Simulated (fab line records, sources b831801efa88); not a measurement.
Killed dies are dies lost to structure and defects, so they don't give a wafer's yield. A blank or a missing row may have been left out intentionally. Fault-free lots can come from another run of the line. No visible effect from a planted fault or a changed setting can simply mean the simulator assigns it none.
Matching of chambers / flow sfq_line / cmp-01 running SFQ_TRILAYER_I4_CMP_CMP_100: 4 sister chambers
The step polishes SiO2. 14 wafers are shown with their chamber, then 7 later ones without.

## EACH WAFER AND ITS CHAMBER
wafer=L753.3; chamber=2; motor_current_A (A)=9.9; time_to_endpoint_s (s)=204
wafer=L753.2; chamber=0; motor_current_A (A)=9.1; time_to_endpoint_s (s)=208
wafer=L753.6; chamber=1; motor_current_A (A)=8.4; time_to_endpoint_s (s)=220
wafer=L754.3; chamber=1; motor_current_A (A)=8.9; time_to_endpoint_s (s)=206
wafer=L754.5; chamber=1; motor_current_A (A)=8.6; time_to_endpoint_s (s)=203
wafer=L754.6; chamber=2; motor_current_A (A)=9.6; time_to_endpoint_s (s)=202
wafer=L755.2; chamber=1; motor_current_A (A)=8.3; time_to_endpoint_s (s)=217
wafer=L755.1; chamber=0; motor_current_A (A)=9.7; time_to_endpoint_s (s)=220
wafer=L755.5; chamber=1; motor_current_A (A)=8.6; time_to_endpoint_s (s)=217
wafer=L769.1; chamber=2; motor_current_A (A)=9.5; time_to_endpoint_s (s)=209
wafer=L769.5; chamber=0; motor_current_A (A)=9.6; time_to_endpoint_s (s)=216
wafer=L769.6; chamber=3; motor_current_A (A)=11.1; time_to_endpoint_s (s)=226
wafer=L770.4; chamber=1; motor_current_A (A)=8.6; time_to_endpoint_s (s)=215
wafer=L770.1; chamber=0; motor_current_A (A)=9.6; time_to_endpoint_s (s)=205

SIGNATURES (averages over the wafers above)
reading=motor_current_A; chamber 0=9.500; chamber 1=8.567; chamber 2=9.667; chamber 3=11.100; scatter within a chamber=0.228
reading=time_to_endpoint_s; chamber 0=212.25; chamber 1=213.00; chamber 2=205.00; chamber 3=226.00; scatter within a chamber=6.36
Rule: a wafer lies at a distance from a chamber equal to the root of the sum of squares, over the readings, of (its reading less the chamber's mean, divided by the reading's scatter). If the next closest chamber is less than 2 further off than the closest, the wafer can't be placed; otherwise it belongs to the closest. The scatter: the root of (the sum of the squares of (reading less its chamber's mean) over the shown wafers, divided by (wafers less chambers)).

## WAFERS WHOSE CHAMBER IS MISSING
wafer=L770.6; motor_current_A (A)=10.1; time_to_endpoint_s (s)=199
wafer=L771.1; motor_current_A (A)=10.2; time_to_endpoint_s (s)=220
wafer=L771.3; motor_current_A (A)=9.8; time_to_endpoint_s (s)=209
wafer=L771.5; motor_current_A (A)=9.4; time_to_endpoint_s (s)=219
wafer=L774.1; motor_current_A (A)=8.8; time_to_endpoint_s (s)=204
wafer=L774.3; motor_current_A (A)=9.5; time_to_endpoint_s (s)=202
wafer=L774.5; motor_current_A (A)=9.2; time_to_endpoint_s (s)=197

## THE CHAMBER EACH PASSED THROUGH
wafer=L770.6; from the rows above=can't be placed: 2 or 0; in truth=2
wafer=L771.1; from the rows above=can't be placed: 0 or 2 or 3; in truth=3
wafer=L771.3; from the rows above=can't be placed: 2 or 0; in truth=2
wafer=L771.5; from the rows above=can't be placed: 0 or 2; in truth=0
wafer=L774.1; from the rows above=can't be placed: 1 or 0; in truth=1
wafer=L774.3; from the rows above=can't be placed: 2 or 0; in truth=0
wafer=L774.5; from the rows above=can't be placed: 2 or 0 or 1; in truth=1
Placed correctly: 0 of 7. Cannot be placed on the basis of these rows: 7; the candidates contain the true chamber in 7. 0 placed wrongly.
